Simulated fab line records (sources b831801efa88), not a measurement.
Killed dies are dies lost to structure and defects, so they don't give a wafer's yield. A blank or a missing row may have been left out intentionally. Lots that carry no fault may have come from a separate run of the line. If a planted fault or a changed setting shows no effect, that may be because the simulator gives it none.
fab line records	flow sky130
record: lots: 6	wafers: 18	last-day: 49
route steps=708 shown POLY_GATE@218 LDD_N@237 LDD_P@255 PAD_OPEN@708
lots untouched by any fault: they come from a run of this same line in which no faults occurred
start-h: the number of hours between the record's first day and the start of the first shown wafer of the lot	wait-h: hours since the lot's step before	" as in the row above	L1.1+2: one row covering several wafers at once	- no value, or no start was given	* or withheld: withheld	< > ~ a bound
route shown NAME@n: a module of which the file shows steps, and the number in the route of the first	usual: mean/standard deviation taken from wafers without a fault	same: alike in all rows	chamber/n: place in a boat	sites: readings site by site	_std_site: their standard deviation	_edge_site: outer sites' mean less inner sites'	radius-mm: for every site, how far away it sits from the centre of the wafer	mask NAME#n: copy n	behind: the last tool/chamber to shape the wafer	hold: the reason the lot was held/the length of the hold in hours/how it ended	device: names the non-switching transistor (n, p or np)	end of line: at the end of the route, the tests of the same wafers	for a step that has no rows: nothing shown but its recipe	killed: dies that structure and defects cost at the first sort, which is not the same as the wafer's yield	map: a wafer's dies, marking killed ones x, the rest . and places with no die _
set.NAME: the setting the step ran with; set.NAME@STEP: the setting that earlier step ran with	model.NAME: the simulator's own value behind a step, which no gauge read
certain route steps with their lots: each step a table, each wafer a row
services: a tool's chamber out of use, with start hour (start-h, from the record's first day; less than 0 if before it), hours out, and reason
== steps ==
step: SKY_POLY_GATE_THK_MEAS_04
recipe: reads: Si3N4_of_POLY_GATE_CVD_03
usual: POLY_GATE_CVD_03_THK: 74.5/0.62
lot.wafer	tool	chamber	start-h	wait-h	POLY_GATE_CVD_03_THK[nm]
L898.1	film-metro-01	-	360.58	0.0	75.2
L898.3	"	-	"	"	75.5
L898.6	"	-	"	"	75.0
L901.2	film-metro-04	-	388.22	0.0	74.2
L901.3	"	-	"	"	73.5
L901.6	"	-	"	"	73.6
L905.2	film-metro-04	-	417.82	0.0	74.2
L905.3	"	-	"	"	74.6
L905.5	"	-	"	"	74.4
L909.2	film-metro-01	-	461.16	0.0	73.9
L909.3	"	-	"	"	73.8
L909.5	"	-	"	"	75.0
L910.3	film-metro-04	-	465.32	0.0	74.1
L910.5	"	-	"	"	74.8
L910.6	"	-	"	"	74.9
L915.1	film-metro-04	-	507.87	0.0	75.7
L915.5	"	-	"	"	75.1
L915.6	"	-	"	"	74.9
step: SKY_POLY_GATE_DEHYDRATE_05
recipe: temp-c: 200	time-s: 60
step: SKY_POLY_GATE_HMDS_06
recipe: prime-time-s: 60	prime-temp-c: 120
step: SKY_POLY_GATE_COAT_07
recipe: resist: BARC	temp-c: withheld	time-s: withheld	spin-rpm: 3000	resist-thk-nm: 110
step: SKY_POLY_GATE_COAT_08
recipe: resist: KrF-thick	spin-rpm: 3000	resist-thk-nm: 450
step: SKY_POLY_GATE_SOFTBAKE_09
recipe: temp-c: 100	time-s: 90	resist: KrF-thick
step: SKY_POLY_GATE_EXPOSE_10
recipe: mask-id: P1M	na: 0.68	source-shape: conventional	sigma-outer: 0.6	target-cd-nm: 150	dose-mj: 28
step: SKY_POLY_GATE_PEB_11
recipe: peb-temp-c: withheld	peb-time-s: withheld	resist: KrF-thick
step: SKY_POLY_GATE_DEVELOP_12
recipe: develop-time-s: 60	resist: KrF-thick	dev-temp-c: 21
step: SKY_POLY_GATE_CD_MEAS_13
recipe: target-cd-nm: 150
usual: cd-nm: 150.1/1.2
lot.wafer	tool	chamber	start-h	wait-h	cd-nm
L898.1	cd-sem-02	-	388.00	-	150.6
L898.3	"	-	"	"	151.1
L898.6	"	-	"	"	151.6
L901.2	cd-sem-01	-	417.56	-	147.7
L901.3	"	-	"	"	147.8
L901.6	"	-	"	"	146.1
L905.2	cd-sem-01	-	448.51	-	149.9
L905.3	"	-	"	"	151.8
L905.5	"	-	"	"	150.6
L909.2	cd-sem-02	-	492.21	-	150.5
L909.3	"	-	"	"	149.4
L909.5	"	-	"	"	149.4
L910.3	cd-sem-01	-	495.59	-	150.0
L910.5	"	-	"	"	150.8
L910.6	"	-	"	"	149.3
L915.1	cd-sem-01	-	539.25	-	149.9
L915.5	"	-	"	"	150.2
L915.6	"	-	"	"	150.6
step: SKY_POLY_GATE_OVL_MEAS_14
usual: POLY_GATE_OVL: 1/5.2
lot.wafer	tool	chamber	start-h	wait-h	POLY_GATE_OVL[nm]
L898.1	overlay-02	-	388.12	0.1	2
L898.3	"	-	"	"	-1
L898.6	"	-	"	"	1
L901.2	overlay-02	-	417.66	0.1	1
L901.3	"	-	"	"	5
L901.6	"	-	"	"	4
L905.2	overlay-01	-	448.61	0.1	-1
L905.3	"	-	"	"	-9
L905.5	"	-	"	"	-7
L909.2	overlay-01	-	492.31	0.1	-2
L909.3	"	-	"	"	4
L909.5	"	-	"	"	1
L910.3	overlay-02	-	495.68	0.1	3
L910.5	"	-	"	"	4
L910.6	"	-	"	"	8
L915.1	overlay-01	-	539.37	0.1	10
L915.5	"	-	"	"	-1
L915.6	"	-	"	"	3
step: SKY_POLY_GATE_ETCH_15
recipe: chemistry: N2/H2	target: BARC	ion-energy-ev: 200	source-w: 500	bias-w: 100	pressure-mtorr: 30	n2-flow-sccm: 100	h2-flow-sccm: 200	stop-on: SiO2	time-s: 118.5	target-depth-a: 1100
usual: drypump-motor-current-A: 5.6/0.5	oes-product-au: 0.717/0.0046	throttle-valve-pct: 13.212/0.0083
same: time-s: 118.5
lot.wafer	tool	chamber	start-h	wait-h	drypump-motor-current-A	oes-product-au	rf-hours-counter-h	throttle-valve-pct
L898.1	rie-diel-04	3	388.15	0.0	5.5	0.708	14	13.222
L898.3	"	0	"	"	4.8	0.712	7	13.207
L898.6	"	3	"	"	5.5	0.715	-	13.218
L901.2	rie-diel-04	3	417.69	0.0	5.5	0.721	14	13.216
L901.3	"	2	"	"	5.6	0.722	6	13.200
L901.6	"	2	"	"	5.6	0.725	-	13.209
L905.2	rie-diel-02	1	448.64	0.0	5.6	0.716	25	13.215
L905.3	"	2	"	"	6.5	0.715	-	13.221
L905.5	"	2	"	"	6.5	0.715	-	13.201
L909.2	rie-diel-02	1	492.34	0.0	5.6	0.720	26	13.231
L909.3	"	0	"	"	5.6	0.719	34	13.204
L909.5	"	1	"	"	5.6	0.715	-	13.223
L910.3	rie-diel-02	0	495.70	0.0	5.5	0.716	34	13.219
L910.5	"	1	"	"	5.6	0.717	-	13.203
L910.6	"	0	"	"	5.6	0.710	-	13.210
L915.1	rie-diel-04	2	539.40	0.0	5.6	0.729	9	13.206
L915.5	"	2	"	"	5.6	0.723	-	13.204
L915.6	"	3	"	"	5.5	0.717	-	13.218
step: SKY_POLY_GATE_ETCH_16
recipe: stop-on: poly-Si	chemistry: CH3F/O2	target: Si3N4	source-w: 400	bias-w: 80	pressure-mtorr: 25	ch3f-flow-sccm: 40	O2_flow_sccm: 30	time-s: 147.5	target-depth-a: 750
usual: ch3f-flow-sccm: 40.02/0.12	drypump-motor-current-A: 5.6/0.49	oes-product-au: 0.639/0.0054	throttle-valve-pct: 10.535/0.0095
same: time-s: 147.5
lot.wafer	tool	chamber	start-h	wait-h	ch3f-flow-sccm	drypump-motor-current-A	oes-product-au	rf-hours-counter-h	throttle-valve-pct
L898.1	rie-diel-04	3	388.24	0.0	39.90	5.5	0.644	14	10.527
L898.3	"	0	"	"	39.96	4.8	0.652	7	10.542
L898.6	"	3	"	"	39.99	5.5	0.639	-	10.555
L901.2	rie-diel-04	3	417.78	0.0	39.93	5.5	0.640	14	10.531
L901.3	"	2	"	"	40.03	5.6	0.629	6	10.521
L901.6	"	2	"	"	39.94	5.6	0.634	-	10.526
L905.2	rie-diel-02	1	448.77	0.1	40.14	5.6	0.642	25	10.525
L905.3	"	2	"	"	40.08	6.4	0.637	-	10.533
L905.5	"	2	"	"	39.92	6.4	0.631	-	10.534
L909.2	rie-diel-02	1	492.43	0.0	39.98	5.6	0.639	26	10.537
L909.3	"	0	"	"	39.98	5.6	0.636	34	10.547
L909.5	"	1	"	"	39.93	5.6	0.644	-	10.543
L910.3	rie-diel-02	0	495.78	0.0	40.10	5.5	0.640	34	10.528
L910.5	"	1	"	"	40.07	5.6	0.637	-	10.540
L910.6	"	0	"	"	40.08	5.5	0.634	-	10.515
L915.1	rie-diel-04	2	539.48	0.0	40.03	5.6	0.646	9	10.535
L915.5	"	2	"	"	40.06	5.6	0.636	-	10.540
L915.6	"	3	"	"	40.06	5.4	0.640	-	10.525
step: SKY_POLY_GATE_ETCH_17
recipe: target-depth-nm: 180	stop-on: SiO2	over-etch-frac: 0.56667	chemistry: HBr/Cl2	target: poly-Si	icp-w: 400	bias-w: 100	pressure-mtorr: 10	HBr_flow_sccm: 150	Cl2_flow_sccm: 50	time-s: 70.5
usual: drypump-motor-current-A: 5.6/0.55	oes-product-au: 0.989/0.0065	throttle-valve-pct: 33.685/0.0097
same: time-s: 70.5
lot.wafer	tool	chamber	start-h	wait-h	drypump-motor-current-A	oes-product-au	rf-hours-counter-h	throttle-valve-pct
L898.1	rie-si-01	3	388.33	0.0	5.4	0.981	69	33.679
L898.3	"	1	"	"	4.7	0.971	5	33.682
L898.6	"	3	"	"	5.5	0.979	-	33.674
L901.2	rie-si-01	1	417.88	0.0	4.8	0.997	6	33.688
L901.3	"	2	"	"	6.2	0.994	5	33.705
L901.6	"	0	"	"	6.0	0.995	-	33.678
L905.2	rie-si-01	2	448.92	0.1	6.2	0.990	5	33.691
L905.3	"	1	"	"	4.7	0.986	6	33.661
L905.5	"	1	"	"	4.8	0.986	-	33.681
L909.2	rie-si-01	2	492.53	0.0	6.2	0.992	5	33.689
L909.3	"	0	"	"	6.0	0.982	1	33.673
L909.5	"	0	"	"	6.0	0.978	-	33.686
L910.3	rie-si-02	0	495.88	0.0	4.7	0.991	5	33.678
L910.5	"	3	"	"	5.7	0.991	-	33.670
L910.6	"	2	"	"	5.9	0.993	-	33.699
L915.1	rie-si-01	3	539.58	0.0	5.5	0.982	0	33.684
L915.5	"	3	"	"	5.5	0.986	-	33.699
L915.6	"	2	"	"	6.2	0.988	-	33.675
step: SKY_POLY_GATE_STRIP_18
recipe: chemistry: O2/N2	power-w: 1400	pressure-mtorr: 1500	platen-temp-c: withheld	o2-flow-sccm: 3000	n2-flow-sccm: 300	overash-fraction: 0.5
usual: drypump-motor-current-A: 5.7/0.33	oes-product-au: 0.361/0.0045	strip-time-to-endpoint-s: 3.174/0.025
lot.wafer	tool	chamber	start-h	wait-h	drypump-motor-current-A	oes-product-au	rf-hours-counter-h	strip-time-to-endpoint-s
L898.1	plasma-asher-02	0	388.39	0.0	5.6	0.360	71	3.138
L898.3	"	0	"	"	5.6	0.354	-	3.124
L898.6	"	1	"	"	6.4	0.363	-	3.128
L901.2	plasma-asher-02	0	417.93	0.0	5.6	0.369	74	3.186
L901.3	"	1	"	"	6.4	0.356	-	3.153
L901.6	"	1	"	"	6.4	0.353	-	3.130
L905.2	plasma-asher-04	0	448.97	0.0	5.7	0.361	32	3.179
L905.3	"	1	"	"	5.8	0.359	-	3.169
L905.5	"	0	"	"	5.8	0.354	-	3.199
L909.2	plasma-asher-03	1	492.58	0.0	5.2	0.362	64	3.191
L909.3	"	0	"	"	5.3	0.364	-	3.212
L909.5	"	0	"	"	5.3	0.357	-	3.182
L910.3	plasma-asher-02	1	495.97	0.1	6.4	0.365	-	3.192
L910.5	"	0	"	"	5.6	0.357	-	3.170
L910.6	"	1	"	"	6.4	0.357	-	3.180
L915.1	plasma-asher-04	0	539.64	0.0	5.7	0.367	41	3.144
L915.5	"	1	"	"	5.7	0.369	-	3.134
L915.6	"	0	"	"	5.7	0.365	-	3.178
step: SKY_POLY_GATE_CLEAN_19
recipe: chemistry: SC1/SC2	mix: 1:4:20	temp-c: 70	time-s: 150	dry: n2-spin
step: SKY_POLY_GATE_OXIDATION_20
recipe: temp-c: 850	ambient: O2	stabilise-s: 600	purge-s: 300	target-thk-a: 40	ox-time-s: 899
step: SKY_POLY_GATE_THK_MEAS_21
recipe: reads: SiO2_of_POLY_GATE_OXIDATION_20
usual: POLY_GATE_OXIDATION_THK: 4.00/0.071
lot.wafer	tool	chamber	start-h	wait-h	POLY_GATE_OXIDATION_THK[nm]
L898.1	film-metro-04	-	391.28	0.0	3.98
L898.3	"	-	"	"	4.07
L898.6	"	-	"	"	4.07
L901.2	film-metro-04	-	421.43	0.0	4.01
L901.3	"	-	"	"	4.03
L901.6	"	-	"	"	3.98
L905.2	film-metro-04	-	451.06	0.0	3.94
L905.3	"	-	"	"	3.97
L905.5	"	-	"	"	3.99
L909.2	film-metro-02	-	495.17	0.0	3.90
L909.3	"	-	"	"	3.97
L909.5	"	-	"	"	3.96
L910.3	film-metro-02	-	497.78	0.0	3.96
L910.5	"	-	"	"	3.92
L910.6	"	-	"	"	3.97
L915.1	film-metro-01	-	541.04	0.0	4.05
L915.5	"	-	"	"	4.14
L915.6	"	-	"	"	4.08
step: SKY_POLY_GATE_CD_MEAS_22
usual: cd-nm: 149.8/1.6
lot.wafer	tool	chamber	start-h	wait-h	cd-nm
L898.1	cd-sem-01	-	391.34	0.1	151.6
L898.3	"	-	"	"	151.4
L898.6	"	-	"	"	153.4
L901.2	cd-sem-01	-	421.50	0.1	149.0
L901.3	"	-	"	"	146.9
L901.6	"	-	"	"	146.6
L905.2	cd-sem-01	-	451.13	0.1	148.9
L905.3	"	-	"	"	152.6
L905.5	"	-	"	"	150.7
L909.2	cd-sem-02	-	495.25	0.1	150.1
L909.3	"	-	"	"	150.0
L909.5	"	-	"	"	148.5
L910.3	cd-sem-01	-	497.87	0.1	150.0
L910.5	"	-	"	"	151.1
L910.6	"	-	"	"	148.7
L915.1	cd-sem-02	-	541.10	0.1	150.4
L915.5	"	-	"	"	150.2
L915.6	"	-	"	"	150.3
step: SKY_LDD_N_DEHYDRATE_00
recipe: temp-c: 200	time-s: 60
step: SKY_LDD_N_HMDS_01
recipe: prime-time-s: 60	prime-temp-c: 120
step: SKY_LDD_N_COAT_02
recipe: resist: NOVOLAK	spin-rpm: 3000	resist-thk-nm: 300
step: SKY_LDD_N_SOFTBAKE_03
recipe: temp-c: 90	time-s: 60	resist: NOVOLAK
step: SKY_LDD_N_EXPOSE_04
recipe: mask-id: NTM	target-cd-nm: 840	na: 0.6	source-shape: conventional	sigma-outer: 0.6	dose-mj: 110
step: SKY_LDD_N_PEB_05
recipe: temp-c: withheld	time-s: *	resist: NOVOLAK
step: SKY_LDD_N_DEVELOP_06
recipe: develop-time-s: 60	dev-temp-c: 23
step: SKY_LDD_N_OVL_MEAS_07
usual: LDD_N_OVL: -0.6/1.3
lot.wafer	tool	chamber	start-h	wait-h	LDD_N_OVL[nm]
L898.1	overlay-02	-	421.45	0.1	-1.2
L898.3	"	-	"	"	-0.1
L898.6	"	-	"	"	-1.6
L901.2	overlay-02	-	453.24	0.1	0.0
L901.3	"	-	"	"	-0.4
L901.6	"	-	"	"	-1.5
L905.2	overlay-02	-	481.45	0.1	1.3
L905.3	"	-	"	"	1.1
L905.5	"	-	"	"	0.3
L909.2	overlay-01	-	525.95	0.1	-1.3
L909.3	"	-	"	"	-1.1
L909.5	"	-	"	"	-2.2
L910.3	overlay-02	-	529.00	0.1	-0.5
L910.5	"	-	"	"	0.3
L910.6	"	-	"	"	-0.4
L915.1	overlay-01	-	572.10	0.1	1.3
L915.5	"	-	"	"	1.9
L915.6	"	-	"	"	1.9
step: SKY_LDD_N_IMPLANT_08
recipe: species: As	energy-kev: 20	dose-cm2: 7.5e+13	tilt-deg: withheld	rotation-deg: 23
step: SKY_LDD_N_IMPLANT_09
recipe: species: As	energy-kev: 20	dose-cm2: 7.5e+13	tilt-deg: withheld	rotation-deg: 113
step: SKY_LDD_N_IMPLANT_10
recipe: species: As	energy-kev: 20	dose-cm2: 7.5e+13	tilt-deg: withheld	rotation-deg: 203
step: SKY_LDD_N_IMPLANT_11
recipe: species: As	energy-kev: 20	dose-cm2: 7.5e+13	tilt-deg: withheld	rotation-deg: 293
step: SKY_LDD_N_IMPLANT_12
recipe: species: BF2	energy-kev: 50	dose-cm2: 5e+12	tilt-deg: 30	rotation-deg: 0
step: SKY_LDD_N_IMPLANT_13
recipe: species: BF2	energy-kev: 50	dose-cm2: 5e+12	tilt-deg: 30	rotation-deg: 90
step: SKY_LDD_N_IMPLANT_14
recipe: species: BF2	energy-kev: 50	dose-cm2: 5e+12	tilt-deg: 30	rotation-deg: 180
step: SKY_LDD_N_IMPLANT_15
recipe: species: BF2	energy-kev: 50	dose-cm2: 5e+12	tilt-deg: 30	rotation-deg: 270
step: SKY_LDD_N_STRIP_16
recipe: chemistry: O2/N2	power-w: 1400	pressure-mtorr: 1500	platen-temp-c: withheld	o2-flow-sccm: 3000	n2-flow-sccm: 300	overash-fraction: 0.5
usual: drypump-motor-current-A: 5.7/0.43	oes-product-au: 0.407/0.0047	strip-time-to-endpoint-s: 4.316/0.018
lot.wafer	tool	chamber	start-h	wait-h	drypump-motor-current-A	oes-product-au	rf-hours-counter-h	strip-time-to-endpoint-s
L898.1	plasma-asher-03	0	422.68	0.1	5.3	0.412	57	4.350
L898.3	"	1	"	"	5.2	0.400	-	4.305
L898.6	"	1	"	"	5.2	0.415	-	4.338
L901.2	plasma-asher-01	1	454.47	0.1	5.9	0.412	2	4.324
L901.3	"	1	"	"	5.9	0.415	-	4.322
L901.6	"	1	"	"	5.9	0.407	-	4.315
L905.2	plasma-asher-02	0	482.68	0.1	5.6	0.407	81	4.307
L905.3	"	1	"	"	6.4	0.409	-	4.294
L905.5	"	0	"	"	5.6	0.408	-	4.298
L909.2	plasma-asher-01	0	527.18	0.1	6.1	0.403	10	4.324
L909.3	"	0	"	"	6.1	0.413	-	4.310
L909.5	"	1	"	"	5.9	0.401	-	4.329
L910.3	plasma-asher-01	0	530.26	0.1	6.1	0.403	-	4.308
L910.5	"	1	"	"	6.0	0.417	-	4.319
L910.6	"	0	"	"	6.1	0.411	-	4.314
L915.1	plasma-asher-03	1	573.33	0.1	5.2	0.410	73	4.298
L915.5	"	0	"	"	5.3	0.411	-	4.286
L915.6	"	1	"	"	5.2	0.409	-	4.300
step: SKY_LDD_N_TW_MEAS_17
usual: LDD_N_TW: 2605/16
lot.wafer	tool	chamber	start-h	wait-h	LDD_N_TW
L898.1	film-metro-04	-	422.78	0.1	2593
L898.3	"	-	"	"	2611
L898.6	"	-	"	"	2606
L901.2	film-metro-03	-	454.58	0.1	2624
L901.3	"	-	"	"	2621
L901.6	"	-	"	"	2618
L905.2	film-metro-01	-	482.79	0.1	2594
L905.3	"	-	"	"	2582
L905.5	"	-	"	"	2587
L909.2	film-metro-04	-	527.34	0.1	2606
L909.3	"	-	"	"	2622
L909.5	"	-	"	"	2610
L910.3	film-metro-01	-	530.34	0.1	2587
L910.5	"	-	"	"	2578
L910.6	"	-	"	"	2592
L915.1	film-metro-04	-	573.43	0.1	2613
L915.5	"	-	"	"	2616
L915.6	"	-	"	"	2615
step: SKY_LDD_P_DEHYDRATE_00
recipe: temp-c: 200	time-s: 60
step: SKY_LDD_P_HMDS_01
recipe: prime-time-s: 60	prime-temp-c: 120
step: SKY_LDD_P_COAT_02
recipe: resist: NOVOLAK	spin-rpm: 3000	resist-thk-nm: 1140
step: SKY_LDD_P_SOFTBAKE_03
recipe: temp-c: 90	time-s: 60	resist: NOVOLAK
step: SKY_LDD_P_EXPOSE_04
recipe: mask-id: PSDM	na: 0.6	source-shape: conventional	sigma-outer: 0.6	polarization: unpolarized	target-cd-nm: 380	dose-mj: 138
step: SKY_PAD_OPEN_PROBE_99
usual: killed_at_M0_to_M3: 43/8	killed_at_M4_up: 2.9/1.6	killed-at-contacts: 26/5.2	killed-at-front-end: 15/4.3	killed-at-other: 0.3/0.56	killed-dies: 87/10	killed-on-rim: 17/3.7	killed-open: 48/6.9	killed-short: 40/6.5
same: gross-dies: 492	killed-at-back-side: 0
lot.wafer	tool	chamber	start-h	wait-h	killed_at_M0_to_M3	killed_at_M4_up	killed-at-contacts	killed-at-front-end	killed-at-other	killed-dies	killed-on-rim	killed-open	killed-short
L898.1	prober-01	-	1092.11	0.1	49	2	30	11	0	92	21	58	34
L898.3	prober-01	-	1092.21	0.2	40	2	32	15	0	89	21	49	40
L898.6	prober-01	-	1092.36	0.2	32	2	31	19	0	84	16	48	36
L901.2	prober-01	-	1111.51	0.1	46	4	27	21	0	98	17	47	51
L901.3	prober-01	-	1111.56	0.2	51	3	24	7	0	85	15	43	42
L901.6	prober-01	-	1111.71	0.2	46	4	28	12	0	90	13	46	44
L905.2	prober-01	-	1129.76	0.1	33	5	25	13	0	76	10	45	31
L905.3	prober-01	-	1129.81	0.2	49	2	26	21	0	98	17	55	43
L905.5	prober-01	-	1129.91	0.2	44	1	23	6	0	74	15	39	35
L909.2	prober-02	-	1154.94	0.3	35	1	21	47	1	105	30	42	26
L909.3	prober-02	-	1154.99	0.3	40	1	24	41	0	106	23	49	30
L909.5	prober-02	-	1155.09	0.4	26	3	21	52	0	102	17	34	24
L910.3	prober-02	-	1161.66	0.2	42	4	24	33	0	103	25	43	39
L910.5	prober-02	-	1161.76	0.2	43	4	24	50	0	121	27	45	37
L910.6	prober-02	-	1161.81	0.2	40	3	34	32	0	109	23	42	45
L915.1	prober-01	-	1182.68	0.1	44	3	20	24	0	91	13	49	42
L915.5	prober-01	-	1182.88	0.2	54	7	23	10	0	94	16	50	44
L915.6	prober-01	-	1182.93	0.2	37	2	18	17	0	74	5	37	37
killed by level:class
L898.1 VIA1:geometric-particle:open=11 VIA2:geometric-particle:open=10 LI_CONTACT:geometric-particle:open=9 CONTACT:geometric-particle:open=8 METAL2:geometric-particle:short=6 LOCAL_INTERCONNECT:geometric-particle:short=5 VIA3:geometric-particle:open=5 FIELD_ISO:geometric-particle:short=4
L898.3 VIA1:geometric-particle:open=16 CONTACT:geometric-particle:open=11 CONTACT:geometric-particle:short=7 LOCAL_INTERCONNECT:geometric-particle:short=6 METAL2:geometric-particle:short=6 FIELD_ISO:geometric-particle:short=5 LI_CONTACT:geometric-particle:open=5 METAL1:geometric-particle:short=5
L898.6 LI_CONTACT:geometric-particle:open=12 VIA1:geometric-particle:open=10 CONTACT:geometric-particle:open=8 POLY_GATE:geometric-particle:open=6 METAL1:geometric-particle:short=6 POLY_GATE:geometric-particle:short=5 CONTACT:geometric-particle:short=4 LI_CONTACT:geometric-particle:short=4
L901.2 CONTACT:geometric-particle:open=11 FIELD_ISO:geometric-particle:short=9 CONTACT:geometric-particle:short=7 METAL1:geometric-particle:short=7 VIA2:geometric-particle:open=7 POLY_GATE:geometric-particle:open=5 VIA1:geometric-particle:open=5 LI_CONTACT:geometric-particle:open=4
L901.3 CONTACT:geometric-particle:open=11 METAL1:geometric-particle:short=7 VIA1:geometric-particle:short=7 VIA3:geometric-particle:open=7 VIA1:geometric-particle:open=6 LI_CONTACT:geometric-particle:open=5 METAL2:geometric-particle:short=5 METAL3:geometric-particle:short=5
L901.6 CONTACT:geometric-particle:open=12 VIA2:geometric-particle:open=8 LI_CONTACT:geometric-particle:open=7 VIA1:geometric-particle:open=6 METAL1:geometric-particle:short=6 VIA3:geometric-particle:short=6 METAL2:geometric-particle:short=5 METAL3:geometric-particle:short=5
L905.2 CONTACT:geometric-particle:open=17 VIA1:geometric-particle:open=11 VIA1:geometric-particle:short=6 VIA3:geometric-particle:open=5 CONTACT:geometric-particle:short=4 METAL2:geometric-particle:short=4 FIELD_ISO:geometric-particle:short=3 POLY_GATE:geometric-particle:open=3
L905.3 VIA1:geometric-particle:open=16 CONTACT:geometric-particle:open=11 FIELD_ISO:geometric-particle:open=8 VIA3:geometric-particle:open=8 METAL1:geometric-particle:short=7 METAL2:geometric-particle:short=6 LI_CONTACT:geometric-particle:short=5 CONTACT:geometric-particle:short=5
L905.5 VIA1:geometric-particle:open=9 VIA3:geometric-particle:open=7 LI_CONTACT:geometric-particle:open=7 CONTACT:geometric-particle:open=7 METAL2:geometric-particle:short=7 VIA1:geometric-particle:short=6 CONTACT:geometric-particle:short=5 METAL1:geometric-particle:short=4
L909.2 POLY_GATE:unspecified=37 LI_CONTACT:geometric-particle:open=10 VIA1:geometric-particle:open=10 CONTACT:geometric-particle:short=5 FIELD_ISO:geometric-particle:short=4 FIELD_ISO:geometric-particle:open=4 VIA1:geometric-particle:short=4 CONTACT:geometric-particle:open=4
L909.3 POLY_GATE:unspecified=27 VIA2:geometric-particle:open=11 LI_CONTACT:geometric-particle:open=8 VIA3:geometric-particle:open=8 LOCAL_INTERCONNECT:geometric-particle:short=5 CONTACT:geometric-particle:open=5 FIELD_ISO:geometric-particle:open=4 POLY_GATE:geometric-particle:open=4
L909.5 POLY_GATE:unspecified=44 CONTACT:geometric-particle:open=7 LOCAL_INTERCONNECT:geometric-particle:short=6 LI_CONTACT:geometric-particle:open=5 VIA1:geometric-particle:open=5 METAL1:geometric-particle:short=4 VIA2:geometric-particle:open=4 FIELD_ISO:geometric-particle:open=3
L910.3 POLY_GATE:unspecified=21 POLY_GATE:geometric-particle:open=7 VIA3:geometric-particle:open=7 CONTACT:geometric-particle:open=7 VIA1:geometric-particle:short=7 METAL2:geometric-particle:short=6 VIA1:geometric-particle:open=6 VIA2:geometric-particle:open=5
L910.5 POLY_GATE:unspecified=39 CONTACT:geometric-particle:open=10 METAL1:geometric-particle:short=10 LI_CONTACT:geometric-particle:open=8 VIA1:geometric-particle:open=7 VIA2:geometric-particle:open=6 VIA3:geometric-particle:short=5 VIA3:geometric-particle:open=5
L910.6 POLY_GATE:unspecified=22 LI_CONTACT:geometric-particle:open=14 METAL2:geometric-particle:short=11 CONTACT:geometric-particle:open=6 VIA1:geometric-particle:short=6 LI_CONTACT:geometric-particle:short=4 LOCAL_INTERCONNECT:geometric-particle:short=4 CONTACT:geometric-particle:short=4
L915.1 POLY_GATE:geometric-particle:short=10 VIA1:geometric-particle:open=9 VIA1:geometric-particle:short=8 CONTACT:geometric-particle:open=7 VIA2:geometric-particle:open=7 FIELD_ISO:geometric-particle:open=6 LI_CONTACT:geometric-particle:open=5 VIA3:geometric-particle:open=5
L915.5 VIA1:geometric-particle:open=15 CONTACT:geometric-particle:open=13 VIA2:geometric-particle:open=9 METAL2:geometric-particle:short=7 CONTACT:geometric-particle:short=6 VIA3:geometric-particle:open=6 METAL4:geometric-particle:short=5 VIA1:geometric-particle:short=5
L915.6 VIA1:geometric-particle:open=12 CONTACT:geometric-particle:open=7 METAL1:geometric-particle:short=7 FIELD_ISO:geometric-particle:short=6 FIELD_ISO:geometric-particle:open=5 POLY_GATE:geometric-particle:short=4 LOCAL_INTERCONNECT:geometric-particle:short=4 VIA2:geometric-particle:open=4
map L909.3 (x killed, . not)
__________......x.xx_________
________....x....xxxxx_______
______......x.....xxxxxx_____
_____.......x......x.xxxx____
____.x...xxx...x.xxxxxxxx.___
___...........x........xx..__
__x.x......x.x.xx....xx.xx.._
_...x...x..........xx..x.....
_..xx..x......x..............
_......x.....x...............
_..x...x.x...x...........x...
_..xx.......xx.x.............
_.x....x........x...xx......x
_..x............x............
_.x............x.x.x.....x..x
__.x....x.xx...xx..........._
___.........x...x..x.......__
____...x..x.....x.x.......___
_____..xx................____
______.xx...xx.........x_____
________.x...x........_______
__________.........x_________
map L910.5 (x killed, . not)
__________.....x...._________
________.....x...x...x_______
______...............x.._____
_____.x....xx...xx.xx....____
____......x..x...x......x.___
___.......x.x...x.x......x.__
__......x...x...........x.x._
_.....x........x........x....
_...........x...x........x..x
_................x...........
_......x.............xx.....x
_.......x....x........x..x...
_.x..............xx.......x..
_...x....x.xx...x..x.x....x.x
_...x....x.xx................
__.x..xx...xx...x..........._
___.x...xxxxx....x.x.....x.__
____..xxxxxxx..x..x.x.....___
_____.xxxxxxxxx.....x.xx.____
______.xxxxxxxxxx.x....._____
________xxxxxx.x..xx.._______
__________.xxxxx..x._________
== services ==
tool	chamber	start-h	hours	kind
rie-diel-04	3	364.72	3.2	repair
rie-diel-04	1	370.24	3.4	repair
rie-si-01	3	383.36	4.7	repair
rie-si-01	-	387.25	0.5	repair
plasma-asher-01	-	387.90	1.8	repair
rie-diel-02	0	404.60	12.5	repair
rie-diel-02	3	405.23	4.7	repair
rie-diel-04	-	419.37	0.4	repair
plasma-asher-01	-	421.25	9.0	pm
rie-si-01	0	433.29	3.4	repair
rie-diel-02	2	433.69	13.8	repair
rie-diel-02	0	434.67	14.4	repair
rie-diel-02	3	447.02	7.5	repair
rie-diel-02	3	459.32	4.9	repair
rie-diel-02	3	494.03	24.1	repair
plasma-asher-02	-	511.87	14.6	pm
rie-diel-04	0	538.27	6.8	repair
rie-si-01	1	540.55	6.8	repair
rie-diel-02	1	552.40	5.3	repair
rie-diel-02	-	554.03	0.5	repair
rie-diel-02	-	561.67	2.8	pm
rie-diel-04	0	568.09	12.7	repair
rie-si-01	2	569.94	44.8	repair
plasma-asher-04	-	570.64	15.6	pm
== key ==
first-sign: step: SKY_PAD_OPEN_PROBE_99	reading: killed-at-front-end	direction: up	sigmas: 6.4	usual: 15	struck: 42
effect: step: SKY_PAD_OPEN_PROBE_99	reading: killed-dies	direction: up	sigmas: 1.9	usual: 87	struck: 108	wafers-moved: 4
met-at SKY_POLY_GATE_ETCH_16
struck-wafers L909.2,L909.3,L909.5,L910.3,L910.5,L910.6
tester-left-out L909,L910
onset-between 448.77 492.43
also-fits SKY_POLY_GATE_ETCH_15:rie-diel-02,SKY_LDD_N_STRIP_16:plasma-asher-01
fault: kind: chamber-particle-source	tool: rie-diel-02	chamber: -	onset-h: 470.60	steps: SKY_POLY_GATE_ETCH_16	rate-per-visit-cm2: 0.66066	end-h: 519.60
tester-left-out: of these lots the tester's yield and bins aren't shown, on N5 and GAA mostly nor the transistor test; their killed dies are dies lost to structure and defects alone, not to doping, threshold or leakage, so they don't give the yield
